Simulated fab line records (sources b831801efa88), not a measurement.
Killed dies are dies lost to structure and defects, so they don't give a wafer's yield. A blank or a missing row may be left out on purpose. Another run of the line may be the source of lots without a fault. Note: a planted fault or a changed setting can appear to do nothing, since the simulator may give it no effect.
2 desks looking at one fault / flow gf180mcu / each desk has only its own numbers; what lay behind them comes last

== METROLOGY DESK ==
Means of the sampled wafers that have a number, per lot and without regard to the tool the lot ran on: this is what the gauges read. A lot is out of limits, marked OUT, if its mean lies more than 4 standard deviations from the usual mean; the brackets give that distance.
Columns: A = STI_CVD_03_THK at GF_STI_THK_MEAS_04, usual 206.8 nm; B = cdNm at GF_HV_LDD_CD_MEAS_19, usual 400.0 nm; C = CONTACT_OVL at GF_CONTACT_OVL_MEAS_15, usual -1 nm
lot=L695; first seen here=day 1 18:34; A=210.3; B=398.4; C=-3
lot=L697; first seen here=day 2 04:35; A=206.5; B=400.3; C=-13
lot=L699; first seen here=day 2 14:39; A=206.8; B=400.8; C=1
lot=L700; first seen here=day 2 19:34; A=206.3; B=397.6; C=-1
lot=L702; first seen here=day 3 08:14; A=206.5; B=398.4; C=-9
lot=L704; first seen here=day 3 15:34; A=203.1; B=401.8; C=3
lot=L705; first seen here=day 3 20:41; A=205.0; B=399.5; C=-3
lot=L706; first seen here=day 4 02:35; A=208.9; B=396.3; C=8
lot=L707; first seen here=day 4 10:44; A=206.6; B=399.4; C=-6
lot=L715; first seen here=day 5 22:34; A=222.6 (+7.5) OUT; B=400.8; C=6
lot=L716; first seen here=day 6 04:05; A=226.2 (+9.2) OUT; B=401.1; C=1
lot=L717; first seen here=day 6 08:34; A=208.8; B=401.1; C=-5
Finding of this desk: L715, L716 out of limits, first seen on L715 at day 5 22:34 (STI_CVD_03_THK at GF_STI_THK_MEAS_04). Within limits: L695, L697, L699, L700, L702, L704, L705, L706, L707, L717.

== THE TOOL OWNER'S DESK: lpcvd-01 ==
The tool's own readings at GF_STI_CVD_03 (deposits Si3N4 from DCS/NH3, target thk 207.16 nm, time 3551 s): means of the sampled wafers that have a number, for each lot that ran on this tool. A lot is out of limits, marked OUT, if its mean lies more than 4 standard deviations from the usual mean; the brackets give that distance.
Columns: A = spikeTcTopC at GF_STI_CVD_03, usual 784 C
lot=L699; first seen here=day 2 12:40; A=780
lot=L700; first seen here=day 2 17:34; A=781
lot=L704; first seen here=day 3 13:34; A=780
lot=L705; first seen here=day 3 18:41; A=779
lot=L707; first seen here=day 4 08:45; A=781
lot=L715; first seen here=day 5 20:34; A=783
lot=L716; first seen here=day 6 02:04; A=781
This desk's finding: nothing out of limits on any of the 7 lots.

== BROUGHT TOGETHER ==
The metrology desk could have raised an alarm at day 5 22:34, on L715, L716.
The tool owner's desk saw nothing out of limits.
Tool owner's desk: L715, L716 on record, inside its limits.
Of the lots named, all ran GF_STI_CVD_03 on lpcvd-01.

== WHAT THE SIMULATOR PUT IN ==
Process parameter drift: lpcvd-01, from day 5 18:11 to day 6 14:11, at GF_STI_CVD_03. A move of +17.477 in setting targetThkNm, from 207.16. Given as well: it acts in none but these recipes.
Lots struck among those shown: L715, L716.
Delay in hours, fault start to first out-of-limits reading, per desk: metrology desk 4.
